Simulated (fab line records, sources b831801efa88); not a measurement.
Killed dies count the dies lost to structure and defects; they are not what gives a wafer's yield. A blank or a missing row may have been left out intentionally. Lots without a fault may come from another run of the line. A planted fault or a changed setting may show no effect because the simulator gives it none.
fab line records    flow gf180mcu
record: lots: 14  wafers: 42  last-day: 34
route steps=602 shown STI@1 POLY_GATE@173 HV_LDD@198
lots that met no fault: taken from a fault-free run of the same line
start-h: hours from the record's opening day to when the first of the lot's shown wafers began    wait-h: hours from the lot's prior step to this one    " as in the row above    L1.1+2: one row covering several wafers at once    - value missing, or start not given    * or withheld: withheld    < > ~ a bound
route shown NAME@n: names a module that has steps shown in the file, with the first one's number in the route    usual: average and standard deviation across the fault-free wafers    same: alike in all rows    chamber/n: place in a boat    sites: the reading at each site    _std_site: how widely they spread, as a standard deviation    _edge_site: inner sites' mean taken away from outer sites' mean    radius-mm: how far each site lies from the wafer's centre    mask NAME#n: copy n    behind: the tool/chamber that last shaped the wafer    hold: cause of the lot's hold/its duration in hours/its outcome    device: the n, p or np transistor that did not switch    end of line: the same wafers' tests at the end of the route    step lacking rows: just its recipe    killed: not the wafer's yield, but the dies lost to structure and defects at the first sort    map: dies across one wafer; x = killed, . = not, _ = none there
set.NAME: the run value of the setting; set.NAME@STEP: its run value at that earlier step    model.NAME: the simulator's own value behind a step, which no gauge read
a sample of lots followed through the steps of the route, with each step as a table and each wafer as a row
services: when a tool's chamber went out of use (start-h, in hours from the record's first day, below 0 if earlier), for how many hours, and the reason
== steps ==
step: GF_STI_BOW_MEAS_00
recipe: mode: bow
usual: INCOMING_BOW: 1/6.4
lot.wafer  tool           chamber  start-h  wait-h  INCOMING_BOW[um]
L690.2     film-metro-01  -        10.02    -       -5
L690.3     "              -        "        "       4
L690.5     "              -        "        "       -11
L692.2     film-metro-01  -        20.02    -       -1
L692.3     "              -        "        "       2
L692.6     "              -        "        "       8
L693.1     film-metro-01  -        25.00    -       1
L693.2     "              -        "        "       15
L693.4     "              -        "        "       9
L694.1     film-metro-03  -        30.00    -       14
L694.5     "              -        "        "       -6
L694.6     "              -        "        "       3
L701.1     film-metro-03  -        65.00    -       6
L701.2     "              -        "        "       10
L701.6     "              -        "        "       -1
L702.2     film-metro-02  -        70.02    -       5
L702.5     "              -        "        "       13
L702.6     "              -        "        "       3
L703.1     film-metro-03  -        75.00    -       8
L703.3     "              -        "        "       -15
L703.6     "              -        "        "       -11
L705.1     film-metro-01  -        85.00    -       2
L705.3     "              -        "        "       10
L705.6     "              -        "        "       9
L707.2     film-metro-01  -        95.02    -       -6
L707.5     "              -        "        "       4
L707.6     "              -        "        "       -6
L708.1     film-metro-03  -        100.00   -       6
L708.3     "              -        "        "       -10
L708.6     "              -        "        "       0
L710.1     film-metro-01  -        110.00   -       12
L710.2     "              -        "        "       -10
L710.5     "              -        "        "       6
L711.1     film-metro-03  -        115.00   -       3
L711.4     "              -        "        "       -4
L711.6     "              -        "        "       -6
L712.2     film-metro-01  -        120.02   -       1
L712.4     "              -        "        "       8
L712.6     "              -        "        "       1
L713.3     film-metro-03  -        125.04   -       -2
L713.5     "              -        "        "       9
L713.6     "              -        "        "       2
step: GF_STI_THK_MEAS_30
recipe: reads: SiO2_of_STI_OXIDATION_29
usual: STI_OXIDATION_02_THK: 10.04/0.17
lot.wafer  tool           chamber  start-h  wait-h  STI_OXIDATION_02_THK[nm]
L690.2     film-metro-02  -        29.65    0.0     10.16
L690.3     "              -        "        "       10.16
L690.5     "              -        "        "       10.24
L692.2     film-metro-02  -        40.07    0.0     10.02
L692.3     "              -        "        "       10.07
L692.6     "              -        "        "       10.05
L693.1     film-metro-02  -        45.43    0.0     10.23
L693.2     "              -        "        "       10.00
L693.4     "              -        "        "       10.09
L694.1     film-metro-03  -        52.36    0.0     10.08
L694.5     "              -        "        "       10.00
L694.6     "              -        "        "       10.20
L701.1     film-metro-02  -        103.09   0.0     10.25
L701.2     "              -        "        "       10.22
L701.6     "              -        "        "       10.10
L703.1     film-metro-01  -        103.11   0.0     10.09
L703.3     "              -        "        "       10.19
L703.6     "              -        "        "       9.97
L702.2     film-metro-02  -        103.16   0.1     10.12
L702.5     "              -        "        "       9.97
L702.6     "              -        "        "       10.09
L705.1     film-metro-03  -        116.02   0.0     10.53
L705.3     "              -        "        "       10.10
L705.6     "              -        "        "       10.19
L707.2     film-metro-02  -        121.23   0.0     9.85
L707.5     "              -        "        "       10.02
L707.6     "              -        "        "       10.00
L708.1     film-metro-02  -        124.93   0.0     9.98
L708.3     "              -        "        "       9.92
L708.6     "              -        "        "       9.91
L710.1     film-metro-01  -        133.22   0.0     10.07
L710.2     "              -        "        "       9.94
L710.5     "              -        "        "       9.81
L711.1     film-metro-03  -        140.99   0.0     10.17
L711.4     "              -        "        "       10.23
L711.6     "              -        "        "       10.20
L712.2     film-metro-02  -        144.69   0.0     10.24
L712.4     "              -        "        "       9.96
L712.6     "              -        "        "       10.10
L713.3     film-metro-02  -        148.11   0.0     10.24
L713.5     "              -        "        "       10.47
L713.6     "              -        "        "       10.33
step: GF_POLY_GATE_OXIDATION_16
recipe: temp-c: 850  ambient: O2  stabilise-s: 600  purge-s: 300  target-thk-a: 40  ox-time-s: 899
usual: ox-temp-c: 850.0/0.43  ox-temp-c-max: 855.0/1.7  purge-s: 300/0  spike-tc-upper-C: 849.8/1.1  zone-power-bottom-pct: 25.2/2.7  zone-power-lower-pct: 16.6/1.6
lot.wafer  tool        chamber  start-h  wait-h  ox-temp-c  ox-temp-c-max  purge-s  spike-tc-upper-C  zone-power-bottom-pct  zone-power-lower-pct
L690.2     furnace-02  0        192.64   0.0     850.0      855.1          300      848.0             22.6                   15.2
L690.3     "           0        "        "       850.1      855.3          300      847.5             22.8                   15.0
L690.5     "           0        "        "       850.5      855.4          300      849.1             22.7                   15.0
L692.2     furnace-02  -        206.81   0.0     -          -              -        -                 -                      -
L692.3     "           -        "        "       -          -              -        -                 -                      -
L692.6     "           -        "        "       -          -              -        -                 -                      -
L693.1     furnace-01  -        214.03   1.7     -          -              -        -                 -                      -
L693.2     "           -        "        "       -          -              -        -                 -                      -
L693.4     "           -        "        "       -          -              -        -                 -                      -
L694.1     furnace-01  0        223.09   0.3     849.8      853.3          300      850.1             28.3                   18.5
L694.5     "           0        "        "       850.0      854.4          300      850.1             28.3                   18.6
L694.6     "           0        "        "       849.3      852.6          300      850.1             27.9                   18.4
L701.1     furnace-01  0        293.06   0.3     850.1      853.5          300      849.3             28.2                   18.3
L701.2     "           0        "        "       849.8      853.8          300      849.0             28.0                   18.3
L701.6     "           0        "        "       849.8      853.5          300      851.3             27.7                   18.1
L703.1     furnace-02  0        295.59   0.9     850.0      857.5          300      850.7             22.5                   15.1
L703.3     "           0        "        "       850.4      855.9          300      849.1             22.6                   15.1
L703.6     "           0        "        "       850.1      855.5          300      849.7             23.0                   15.5
L702.2     furnace-02  0        296.84   1.2     849.7      855.7          300      848.8             22.3                   15.1
L702.5     "           0        "        "       849.8      855.9          300      850.2             22.9                   15.1
L702.6     "           0        "        "       849.8      856.9          300      850.6             22.7                   15.0
L705.1     furnace-02  0        313.03   0.0     849.1      855.1          300      849.7             22.9                   15.3
L705.3     "           0        "        "       849.6      854.6          300      849.1             22.6                   15.4
L705.6     "           0        "        "       850.1      854.8          300      848.1             22.6                   15.2
L707.2     furnace-02  0        322.83   0.0     849.6      857.0          300      850.0             22.5                   15.0
L707.5     "           0        "        "       850.4      857.2          300      849.3             22.6                   15.2
L707.6     "           0        "        "       850.1      854.5          300      848.9             22.5                   15.2
L708.1     furnace-02  0        328.85   0.0     849.8      856.5          300      848.9             22.3                   15.3
L708.3     "           0        "        "       849.6      857.1          300      848.6             22.7                   15.2
L708.6     "           0        "        "       851.0      857.6          300      848.5             22.8                   15.3
L710.1     furnace-02  0        337.74   0.0     849.8      855.7          300      849.3             22.8                   15.1
L710.2     "           0        "        "       850.3      856.3          300      848.0             22.9                   15.0
L710.5     "           0        "        "       849.1      856.5          300      848.1             22.8                   15.3
L711.1     furnace-01  0        348.78   0.0     849.5      852.5          300      850.8             28.7                   18.4
L711.4     "           0        "        "       849.5      853.1          300      851.1             28.3                   17.9
L711.6     "           0        "        "       849.9      853.7          300      850.3             27.3                   18.5
L712.2     furnace-01  0        354.49   0.0     849.5      852.2          300      849.7             27.9                   18.4
L712.4     "           0        "        "       850.0      853.2          300      850.9             27.7                   18.6
L712.6     "           0        "        "       850.0      852.6          300      851.9             28.4                   18.6
L713.3     furnace-02  0        361.19   0.6     850.5      856.6          300      848.6             22.7                   15.0
L713.5     "           0        "        "       850.2      856.4          300      848.9             22.9                   15.1
L713.6     "           0        "        "       851.0      856.5          300      848.6             22.8                   15.1
step: GF_HV_LDD_STRIP_22
recipe: chemistry: O2/N2  power-w: 1400  pressure-mtorr: 1500  platen-temp-c: 250  o2-flow-sccm: 3000  n2-flow-sccm: 300  overash-fraction: 0.5
usual: drypump-motor-current-A: 5.53/0.14  heater-power-w: 338/20  oes-product-au: 0.716/0.0043  strip-time-to-endpoint-s: 12.63/0.034
lot.wafer  tool             chamber  start-h  wait-h  drypump-motor-current-A  heater-power-w  oes-product-au  rf-hours-counter-h  strip-time-to-endpoint-s
L690.2     plasma-asher-01  0        229.03   0.1     5.45                     318             0.708           57                  12.60
L690.3     "                0        "        "       5.48                     312             0.706           -                   12.58
L690.5     "                1        "        "       5.53                     376             0.724           -                   12.60
L694.1     plasma-asher-02  1        261.64   0.1     5.68                     337             0.719           16                  12.59
L694.5     "                0        "        "       5.54                     341             0.716           -                   12.59
L694.6     "                1        "        "       5.66                     334             0.712           -                   12.57
L701.1     plasma-asher-04  0        335.82   0.1     5.26                     323             0.713           69                  12.63
L701.2     "                1        "        "       5.68                     331             0.717           69                  12.61
L701.6     "                1        "        "       5.69                     317             0.712           -                   12.63
L703.1     plasma-asher-01  1        337.87   0.1     5.49                     383             0.714           69                  12.58
L703.3     "                1        "        "       5.49                     376             0.714           -                   12.57
L703.6     "                0        "        "       5.49                     312             0.714           -                   12.60
L702.2     plasma-asher-02  1        339.69   0.1     5.68                     340             0.718           24                  12.65
L702.5     "                1        "        "       5.68                     333             0.719           -                   12.64
L702.6     "                0        "        "       5.56                     358             0.713           -                   12.66
L705.1     plasma-asher-04  0        357.47   0.1     5.28                     321             0.721           72                  12.63
L705.3     "                0        "        "       5.29                     325             0.722           -                   12.62
L705.6     "                1        "        "       5.71                     328             0.717           -                   12.63
L707.2     plasma-asher-04  1        368.02   0.1     5.66                     318             0.721           72                  12.59
L707.5     "                0        "        "       5.26                     335             0.714           -                   12.60
L707.6     "                1        "        "       5.70                     330             0.714           -                   12.61
L708.1     plasma-asher-01  1        374.32   0.1     5.56                     372             0.715           73                  12.64
L708.3     "                0        "        "       5.45                     316             0.717           -                   12.64
L708.6     "                1        "        "       5.51                     378             0.722           -                   12.62
L710.1     plasma-asher-02  1        383.22   0.1     5.67                     336             0.718           29                  12.63
L710.2     "                0        "        "       5.55                     351             0.718           29                  12.63
L710.5     "                1        "        "       5.66                     337             0.712           -                   12.62
L711.1     plasma-asher-04  1        395.84   0.1     5.72                     321             0.715           75                  12.61
L711.4     "                1        "        "       5.71                     321             0.714           -                   12.60
L711.6     "                1        "        "       5.71                     329             0.717           -                   12.59
L712.2     plasma-asher-01  0        401.11   0.1     5.46                     313             0.714           76                  12.63
L712.4     "                1        "        "       5.49                     365             0.711           -                   12.65
L712.6     "                1        "        "       5.54                     378             0.710           -                   12.60
L713.3     plasma-asher-01  1        408.71   0.1     5.50                     373             0.713           -                   12.65
L713.5     "                1        "        "       5.49                     370             0.717           -                   12.67
L713.6     "                0        "        "       5.42                     311             0.716           -                   12.69
== services ==
tool             chamber  start-h  hours  kind
plasma-asher-04  -        174.20   2.3    repair
plasma-asher-04  -        198.28   0.5    repair
furnace-02       -        211.52   3.1    pm
furnace-02       -        214.63   3.1    pm
plasma-asher-01  -        222.20   2.7    pm
plasma-asher-01  -        225.64   0.6    repair
furnace-01       -        231.27   2.7    pm
furnace-01       -        264.37   3.0    pm
plasma-asher-01  -        275.85   1.6    repair
plasma-asher-02  -        313.43   2.4    repair
furnace-01       -        347.41   1.0    pm
furnace-02       -        380.54   3.0    pm
plasma-asher-04  -        383.14   1.4    repair
furnace-01       -        399.89   4.3    pm
== key ==
first-sign: step: GF_POLY_GATE_OXIDATION_16  reading: tool-record  direction: missing
effect none on later readings
met-at GF_POLY_GATE_OXIDATION_16
struck-lots L692,L693
later-rows-left-out L692.2,L692.3,L692.6,L693.1,L693.2,L693.4
sort-left-out L692.2,L692.3,L692.6,L693.1,L693.2,L693.4
tester-left-out L692,L693
not-acting-at GF_STI_BOW_MEAS_00,GF_STI_THK_MEAS_30,GF_HV_LDD_STRIP_22
onset-between 192.64 206.81
fault: kind: skipped-step-whole  tool: furnace-01,furnace-02  chamber: -  onset-h: 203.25  steps: GF_POLY_GATE_OXIDATION_16  scope: struck-lots-only
tester-left-out: of these lots the tester's yield and bins aren't shown, on N5 and GAA mostly nor the transistor test; their killed dies are dies lost to structure and defects alone, not to doping, threshold or leakage, so they don't give the yield
sort-left-out: the simulated sort isn't trusted on such a fault, so these wafers' sort isn't shown, and their yield isn't known
later-rows-left-out: the simulator's readings of these wafers behind a module that went badly wrong aren't trusted and aren't shown, but for the sort
